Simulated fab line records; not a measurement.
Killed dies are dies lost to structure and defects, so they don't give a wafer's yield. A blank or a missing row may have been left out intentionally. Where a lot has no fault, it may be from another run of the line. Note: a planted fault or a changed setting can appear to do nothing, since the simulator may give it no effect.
Commonality check across tools    flow sky130    Sampled: 11 lots, 33 wafers

## REASON FOR OPENING
2 of 11 lots carry a flag on the reading SD_P_TW at SKY_SD_P_TW_MEAS_11. Wafers without a fault read 2815, standard deviation 24.
Rule: a lot is flagged when every wafer of it that has a number lies more than 4 standard deviations from that mean, or none has a number. As for the other lots, they are considered sound.

lot   measured      on             SD_P_TW, wafer by wafer  flag
L676  day 25 06:07  film-metro-04  2813 2804 2797           
L678  day 26 02:52  film-metro-04  2806 2813 2808           
L679  day 26 10:35  film-metro-03  2834 2833 2844           
L680  day 27 00:58  film-metro-03  2842 2849 2839           
L682  day 27 11:49  film-metro-03  2835 2873 2842           
L683  day 28 08:00  film-metro-03  3163 3154 3156           FLAGGED
L686  day 29 09:16  film-metro-04  2794 2798 2798           
L693  day 31 17:46  film-metro-04  3105 3103 3091           FLAGGED
L695  day 32 00:01  film-metro-03  2822 2816 2818           
L696  day 32 07:48  film-metro-04  2815 2787 2786           
L697  day 32 09:22  film-metro-03  2806 2809 2812           
Average over the flagged lots: 3129; offset from the usual +314, equal to +13 standard deviations.

## WHICH TOOL EACH LOT WENT THROUGH
Before the reading, the record contains 2 process steps out of a 708-step route. Each cell gives the tool, then ch followed by the chambers the sampled wafers passed through, then the start.
lot   flag     SKY_SD_P_IMPLANT_09              SKY_SD_P_STRIP_10
L676           implanter-02 ch 0, day 25 05:54  plasma-asher-02 ch 0,1, day 25 06:02
L678           implanter-01 ch 0, day 26 02:39  plasma-asher-02 ch 0,1, day 26 02:47
L679           implanter-01 ch 0, day 26 10:20  plasma-asher-02 ch 0,1, day 26 10:29
L680           implanter-01 ch 0, day 27 00:43  plasma-asher-03 ch 0,1, day 27 00:52
L682           implanter-01 ch 0, day 27 11:34  plasma-asher-01 ch 0,1, day 27 11:42
L683  FLAGGED  implanter-02 ch 0, day 28 07:24  plasma-asher-01 ch 0,1, day 28 07:50
L686           implanter-02 ch 0, day 29 09:02  plasma-asher-02 ch 0,1, day 29 09:10
L693  FLAGGED  implanter-02 ch 0, day 31 17:13  plasma-asher-02 ch 0,1, day 31 17:40
L695           implanter-01 ch 0, day 31 23:46  plasma-asher-03 ch 0,1, day 31 23:55
L696           implanter-02 ch 0, day 32 07:33  plasma-asher-01 ch 0,1, day 32 07:42
L697           implanter-01 ch 0, day 32 09:07  plasma-asher-02 ch 1, day 32 09:16
What is done by these steps:
- SKY_SD_P_IMPLANT_09
- SKY_SD_P_STRIP_10: strips in O2/N2.
- SKY_SD_P_TW_MEAS_11

## FLAGGED AGAINST TOTAL, ONE TOOL AT A TIME (gauges that did the reading follow at the end)
step                 tool             lots run  flagged  share of the flagged lots  sound lots run after its first flagged lot
SKY_SD_P_IMPLANT_09  implanter-01     6         0        none                       -
SKY_SD_P_IMPLANT_09  implanter-02     5         2        all                        2 (L686,L696)
SKY_SD_P_STRIP_10    plasma-asher-01  3         1        some                       1 (L696)
SKY_SD_P_STRIP_10    plasma-asher-02  6         1        some                       1 (L697)
SKY_SD_P_STRIP_10    plasma-asher-03  2         0        none                       -
SKY_SD_P_TW_MEAS_11  film-metro-03    6         1        some                       2 (L695,L697)
SKY_SD_P_TW_MEAS_11  film-metro-04    5         1        some                       1 (L696)

## THE TABLE: WHAT IT ALLOWS
1 row of the table ran every flagged lot: implanter-02 at SKY_SD_P_IMPLANT_09.
- implanter-02 at SKY_SD_P_IMPLANT_09: 2 of its 5 lots flagged. After the first flagged lot (L686, L696), sound lots still ran on it; a lasting fault on the whole tool would not permit that.
None of the table's rows ran every flagged lot and, after the first, no sound lot.

## WHAT THE SIMULATOR HAD INSERTED
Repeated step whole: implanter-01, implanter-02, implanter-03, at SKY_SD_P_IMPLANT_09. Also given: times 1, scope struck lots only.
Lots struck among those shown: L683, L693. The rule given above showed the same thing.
